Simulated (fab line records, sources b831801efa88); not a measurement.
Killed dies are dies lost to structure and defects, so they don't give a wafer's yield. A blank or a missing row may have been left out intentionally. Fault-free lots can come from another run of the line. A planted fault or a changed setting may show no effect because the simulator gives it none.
Comparing a struck lot with a sound one + flow sky130 + 23 steps out of a route of 708
Sound: the wafers L637.1, L637.2, L637.4. The struck wafers were L651.1, L651.2, L651.6. The cause is named last.
At each step with rows: each side's tool, then ch and its chambers, then its first start. Under that, the readings that differ: sound wafers + struck wafers + difference of the means + sigmas: that difference in standard deviations of wafers without a fault.
alike: a reading whose means differ by less than 2 such deviations, as well as words and numbers matching on both sides. not compared: withheld readings; readings where some wafer has no value; bounds like >300 that might hide an equal value; numbers whose values overlap and for which the record gives no deviation.
The two part at a step that has a row with sigmas, a row that says differs or no value, or rows on one side only. When numbers do not overlap yet have no deviation, they are printed without sigmas and do not part them. Lack of a reading on every wafer of one side parts them only where that side has two or more wafers.

first, 1 step without rows for these wafers: SKY_SONOS_ONO_DEVELOP_12 (develop time 60 s).
SKY_SONOS_ONO_CD_MEAS_13: target cd 410 nm.
  sound on cdSem-01, day 14 00:54; struck on cdSem-02, day 19 15:46
  alike: cdNm
SKY_SONOS_ONO_OVL_MEAS_14:
  sound on overlay-01, day 14 01:01; struck on overlay-02, day 19 15:53
  alike: SONOS_ONO_OVL
SKY_SONOS_ONO_ETCH_15: etches the open film in CHF3/O2, target depth 19.52 nm, time 7.8 s.
  sound on rieDiel-02 ch 0,2,3, day 14 01:04; struck on rieDiel-03 ch 0,2,3, day 19 15:55
  alike: drypumpMotorCurrentA, oesProductAu, throttleValvePct
  not compared: rfHoursCounterH
then, 1 step without rows for these wafers: SKY_SONOS_ONO_WET_ETCH_16 (etches SiO2 in dHF, target depth 14 nm, time 280 s).
SKY_SONOS_ONO_STRIP_17: strips in O2/N2.
  sound on plasmaAsher-01 ch 0,1, day 14 01:14; struck on plasmaAsher-04 ch 0,1, day 19 16:07
| reading                  | sound       | struck      | difference | sigmas |
|--------------------------|-------------|-------------|------------|--------|
| drypumpMotorCurrentA (A) | 5.7 4.8 4.8 | 5.8 6.8 6.8 | +1.4       | +2     |
  alike: n2FlowSccm, oesProductAu, stripTimeToEndpointS
  not compared: rfHoursCounterH
then, 3 steps without rows for these wafers: SKY_SONOS_ONO_WET_ETCH_18 (etches Si3N4 in H3PO4, target depth 15 nm, time 172 s); SKY_GATE_OXIDE_CLEAN_00 (cleans in SC1/SC2, time 150 s); SKY_GATE_OXIDE_OXIDATION_01 (stabilise 600 s, purge 300 s, target thk 10.268 nm).
SKY_GATE_OXIDE_THK_MEAS_02:
  sound on filmMetro-02, day 14 03:55; struck on filmMetro-02, day 19 17:49
  alike: GATE_OXIDE_OXIDATION_00_THK
then, 2 steps without rows for these wafers: SKY_GATE_OXIDE_DEHYDRATE_03 (time 60 s); SKY_GATE_OXIDE_HMDS_04 (prime time 60 s).
SKY_GATE_OXIDE_COAT_05: resist thk 1140 nm.
  sound on lithoTrack-01 ch 0, day 14 17:00; struck on lithoTrack-04 ch 0, day 20 08:42
| reading                                        | sound          | struck         | difference | sigmas |
|------------------------------------------------|----------------|----------------|------------|--------|
| model.NOVOLAK_of_GATE_OXIDE_COAT_05.thkNm (nm) | 1143 1141 1140 | 1046 1050 1047 | -94        |        |
  alike: resistLineTempC
then, 3 steps without rows for these wafers: SKY_GATE_OXIDE_SOFTBAKE_06 (time 60 s); SKY_GATE_OXIDE_EXPOSE_07 (exposes mask LVOM, target cd 600 nm); SKY_GATE_OXIDE_PEB_08.
SKY_GATE_OXIDE_DEVELOP_09: develop time 60 s.
  sound on lithoTrack-04 ch 0, day 15 05:54; struck on lithoTrack-01 ch 0, day 21 00:42
| reading                                        | sound          | struck         | difference | sigmas |
|------------------------------------------------|----------------|----------------|------------|--------|
| model.NOVOLAK_of_GATE_OXIDE_COAT_05.thkNm (nm) | 1143 1140 1140 | 1046 1049 1047 | -94        |        |
  alike: resistLineTempC
SKY_GATE_OXIDE_OVL_MEAS_10:
  sound on overlay-01, day 15 06:03; struck on overlay-02, day 21 00:51
  alike: GATE_OXIDE_OVL
then, 2 steps without rows for these wafers: SKY_GATE_OXIDE_IMPLANT_11; SKY_GATE_OXIDE_WET_ETCH_12 (etches SiO2 in dHF, target depth 16.8 nm, time 336 s).
SKY_GATE_OXIDE_STRIP_13: strips in O2/N2.
  sound on plasmaAsher-03 ch 0,1, day 15 06:23; struck on plasmaAsher-03 ch 0,1, day 21 01:16
| reading                  | sound             | struck            | difference | sigmas |
|--------------------------|-------------------|-------------------|------------|--------|
| stripTimeToEndpointS (s) | 14.20 14.19 14.18 | 13.10 13.15 13.12 | -1.07      | -30    |
  alike: drypumpMotorCurrentA, n2FlowSccm, oesProductAu
  not compared: rfHoursCounterH
SKY_GATE_OXIDE_TW_MEAS_14:
  sound on filmMetro-02, day 15 06:29; struck on filmMetro-04, day 21 01:22
| reading       | sound             | struck            | difference | sigmas |
|---------------|-------------------|-------------------|------------|--------|
| GATE_OXIDE_TW | 223.1 222.7 222.0 | 225.1 224.7 224.9 | +2.3       | +2     |
SKY_PAD_OPEN_PROBE_99:
  the record holds rows for the sound wafers here (prober-01, day 46 21:10) but none for the struck ones

WHERE THEY PART
At SKY_SONOS_ONO_STRIP_17 first; at SKY_PAD_OPEN_PROBE_99 last (within this record only).

WHY: whatever the simulator had introduced
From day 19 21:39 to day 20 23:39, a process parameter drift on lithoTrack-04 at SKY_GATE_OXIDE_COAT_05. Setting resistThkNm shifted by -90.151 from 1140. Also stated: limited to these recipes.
